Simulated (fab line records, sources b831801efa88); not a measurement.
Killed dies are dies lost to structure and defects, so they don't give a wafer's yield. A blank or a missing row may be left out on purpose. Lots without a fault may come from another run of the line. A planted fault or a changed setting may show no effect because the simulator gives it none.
Tool commonality check | flow gf180mcu | 11 lots, 33 wafers sampled

WHY IT WAS OPENED
At GF_STI_THK_MEAS_30 the reading STI_OXIDATION_02_THK is flagged on 2 of 11 lots. Wafers without a fault read 9.97 nm, standard deviation 0.17.
Rule: a lot is flagged when every wafer of it that has a number lies more than 4 standard deviations from that mean, or none has a number. The other lots count as sound.

lot  | measured    | on            | STI_OXIDATION_02_THK (nm), wafer by wafer | flag
L227 | day 2 09:08 | film_metro-03 | 10.20 10.11 10.07                         |
L228 | day 2 12:05 | film_metro-01 | 9.80 9.85 9.81                            |
L229 | day 2 16:32 | film_metro-01 | 9.94 9.86 9.87                            |
L230 | day 2 21:08 | film_metro-02 | 9.67 9.68 9.65                            |
L231 | day 3 02:11 | film_metro-03 | 10.03 10.05 9.92                          |
L232 | day 3 07:40 | film_metro-01 | 9.82 9.72 9.82                            |
L233 | day 3 13:07 | film_metro-02 | 10.10 10.06 9.96                          |
L234 | day 3 17:26 | film_metro-03 | 10.05 10.10 10.23                         |
L239 | day 4 20:17 | film_metro-02 | 7.18 7.12 7.12                            | FLAGGED
L240 | day 5 00:22 | film_metro-02 | 7.22 7.21 7.13                            | FLAGGED
L247 | day 6 15:08 | film_metro-02 | 10.15 10.19 9.99                          |
The numbers of the flagged lots are 7.16 nm on average: -2.81 nm against the usual, or -17 standard deviations.

WHICH TOOL RAN EACH LOT
The record holds 1 process step before the reading, out of a route of 602 steps. In each cell: the tool, then ch and the chambers that the sampled wafers went through, then the start.
lot  | flag    | GF_STI_OXIDATION_29
L227 |         | furnace-02 ch 0, day 2 07:43
L228 |         | furnace-02 ch 0, day 2 10:40
L229 |         | furnace-02 ch 0, day 2 15:07
L230 |         | furnace-01 ch 0, day 2 19:43
L231 |         | furnace-02 ch 0, day 3 00:48
L232 |         | furnace-02 ch 0, day 3 06:16
L233 |         | furnace-01 ch 0, day 3 11:43
L234 |         | furnace-02 ch 0, day 3 16:03
L239 | FLAGGED | furnace-01 ch 0, day 4 18:53
L240 | FLAGGED | furnace-01 ch 0, day 4 22:58
L247 |         | furnace-02 ch 0, day 6 13:44
What these steps do:
- GF_STI_OXIDATION_29: stabilise 600 s, purge 300 s, target thk 10 nm.
- GF_STI_THK_MEAS_30

FLAGGED OVER TOTAL, TOOL BY TOOL (the gauges that took the reading come last)
step                | tool          | lots run | flagged | share of the flagged lots | sound lots run after its first flagged lot
GF_STI_OXIDATION_29 | furnace-01    | 4        | 2       | all                       | 0
GF_STI_OXIDATION_29 | furnace-02    | 7        | 0       | none                      | -
GF_STI_THK_MEAS_30  | film_metro-01 | 3        | 0       | none                      | -
GF_STI_THK_MEAS_30  | film_metro-02 | 5        | 2       | all                       | 1 (L247)
GF_STI_THK_MEAS_30  | film_metro-03 | 3        | 0       | none                      | -

WHAT THE TABLE ALLOWS
2 rows of the table ran every flagged lot: furnace-01 at GF_STI_OXIDATION_29, film_metro-02 at GF_STI_THK_MEAS_30.
- furnace-01 at GF_STI_OXIDATION_29: 2 of its 4 lots flagged. Its last sound lot is L233 (day 3 11:43), its first flagged lot L239 (day 4 18:53): a fault that began between those two fits.
- film_metro-02 at GF_STI_THK_MEAS_30: 2 of its 5 lots flagged. Sound lots ran on it after the first flagged one (L247), which a lasting fault on the whole tool wouldn't allow.
One tool is left: furnace-01 at GF_STI_OXIDATION_29.

WHAT THE SIMULATOR HAD PUT IN
Process parameter drift: furnace-01, from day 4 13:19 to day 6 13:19, at GF_STI_OXIDATION_29. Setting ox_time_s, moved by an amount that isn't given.
Lots struck among those shown: L239, L240. The rule above found the same.
